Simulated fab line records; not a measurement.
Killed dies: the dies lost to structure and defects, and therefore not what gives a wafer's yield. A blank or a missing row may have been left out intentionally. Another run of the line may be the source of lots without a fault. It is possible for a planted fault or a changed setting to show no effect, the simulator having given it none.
Matching of chambers / flow sky130 / 4 sister chambers for SKY_POLY_CUT_ETCH_10 on rie-diel-03
The step etches BARC in N2/H2, stops on SiO2, time 45.9 s, target depth 60 nm. 18 wafers are shown with their chamber, then 9 later ones without.

## WAFERS PAIRED WITH THEIR CHAMBERS
wafer=L074.1; chamber=0; drypump-motor-current-A (A)=5.1; throttle-valve-pct (%)=13.208; bias-w (W)=99.66
wafer=L074.2; chamber=2; drypump-motor-current-A (A)=5.7; throttle-valve-pct (%)=13.224; bias-w (W)=99.82
wafer=L074.5; chamber=3; drypump-motor-current-A (A)=5.3; throttle-valve-pct (%)=13.230; bias-w (W)=99.71
wafer=L076.1; chamber=2; drypump-motor-current-A (A)=5.7; throttle-valve-pct (%)=13.214; bias-w (W)=99.56
wafer=L076.3; chamber=3; drypump-motor-current-A (A)=5.3; throttle-valve-pct (%)=13.235; bias-w (W)=100.11
wafer=L076.4; chamber=1; drypump-motor-current-A (A)=5.0; throttle-valve-pct (%)=13.222; bias-w (W)=99.90
wafer=L077.2; chamber=0; drypump-motor-current-A (A)=5.1; throttle-valve-pct (%)=13.216; bias-w (W)=100.32
wafer=L077.4; chamber=2; drypump-motor-current-A (A)=5.7; throttle-valve-pct (%)=13.221; bias-w (W)=99.63
wafer=L077.6; chamber=2; drypump-motor-current-A (A)=5.7; throttle-valve-pct (%)=13.217; bias-w (W)=99.73
wafer=L078.2; chamber=1; drypump-motor-current-A (A)=5.0; throttle-valve-pct (%)=13.224; bias-w (W)=99.95
wafer=L078.3; chamber=3; drypump-motor-current-A (A)=5.3; throttle-valve-pct (%)=13.227; bias-w (W)=100.21
wafer=L078.4; chamber=0; drypump-motor-current-A (A)=5.1; throttle-valve-pct (%)=13.231; bias-w (W)=100.00
wafer=L080.3; chamber=3; drypump-motor-current-A (A)=5.2; throttle-valve-pct (%)=13.240; bias-w (W)=100.06
wafer=L080.4; chamber=2; drypump-motor-current-A (A)=5.7; throttle-valve-pct (%)=13.223; bias-w (W)=100.33
wafer=L080.6; chamber=0; drypump-motor-current-A (A)=5.1; throttle-valve-pct (%)=13.232; bias-w (W)=99.30
wafer=L081.2; chamber=2; drypump-motor-current-A (A)=5.7; throttle-valve-pct (%)=13.242; bias-w (W)=100.28
wafer=L081.3; chamber=0; drypump-motor-current-A (A)=5.1; throttle-valve-pct (%)=13.239; bias-w (W)=100.15
wafer=L081.5; chamber=2; drypump-motor-current-A (A)=5.7; throttle-valve-pct (%)=13.227; bias-w (W)=99.96

SIGNATURES (means of the wafers above)
reading=drypump-motor-current-A; chamber 0=5.100; chamber 1=5.000; chamber 2=5.700; chamber 3=5.275; scatter within a chamber=0.0231
reading=throttle-valve-pct; chamber 0=13.22520; chamber 1=13.22300; chamber 2=13.22400; chamber 3=13.23300; scatter within a chamber=0.00942
reading=bias-w; chamber 0=99.8860; chamber 1=99.9250; chamber 2=99.9014; chamber 3=100.0225; scatter within a chamber=0.312
Rule: a wafer lies at a distance from a chamber equal to the root of the sum of squares, over the readings, of (its reading less the chamber's mean, divided by the reading's scatter). If the next closest chamber is less than 2 further off than the closest, the wafer can't be placed; otherwise it belongs to the closest. The scatter is the square root of a quotient: the sum, over the shown wafers, of each reading's squared deviation from its chamber's mean, divided by wafers minus chambers.

## WAFERS WHOSE CHAMBER IS MISSING
wafer=L091.4; drypump-motor-current-A (A)=5.0; throttle-valve-pct (%)=13.215; bias-w (W)=99.84
wafer=L091.5; drypump-motor-current-A (A)=5.3; throttle-valve-pct (%)=13.231; bias-w (W)=99.65
wafer=L091.6; drypump-motor-current-A (A)=5.7; throttle-valve-pct (%)=13.215; bias-w (W)=99.84
wafer=L095.1; drypump-motor-current-A (A)=5.0; throttle-valve-pct (%)=13.223; bias-w (W)=99.33
wafer=L095.2; drypump-motor-current-A (A)=5.3; throttle-valve-pct (%)=13.227; bias-w (W)=99.91
wafer=L095.5; drypump-motor-current-A (A)=5.7; throttle-valve-pct (%)=13.220; bias-w (W)=99.74
wafer=L097.3; drypump-motor-current-A (A)=5.3; throttle-valve-pct (%)=13.221; bias-w (W)=100.12
wafer=L097.4; drypump-motor-current-A (A)=5.3; throttle-valve-pct (%)=13.222; bias-w (W)=100.25
wafer=L097.5; drypump-motor-current-A (A)=5.1; throttle-valve-pct (%)=13.213; bias-w (W)=99.96

## WHICH CHAMBER EACH ONE RAN IN
wafer=L091.4; from the rows above=1; in truth=1
wafer=L091.5; from the rows above=3; in truth=3
wafer=L091.6; from the rows above=2; in truth=2
wafer=L095.1; from the rows above=1; in truth=1
wafer=L095.2; from the rows above=3; in truth=3
wafer=L095.5; from the rows above=2; in truth=2
wafer=L097.3; from the rows above=3; in truth=3
wafer=L097.4; from the rows above=3; in truth=3
wafer=L097.5; from the rows above=0; in truth=0
9 of 9 placed correctly. Can't be placed from these rows: 0. Number placed wrongly: 0.
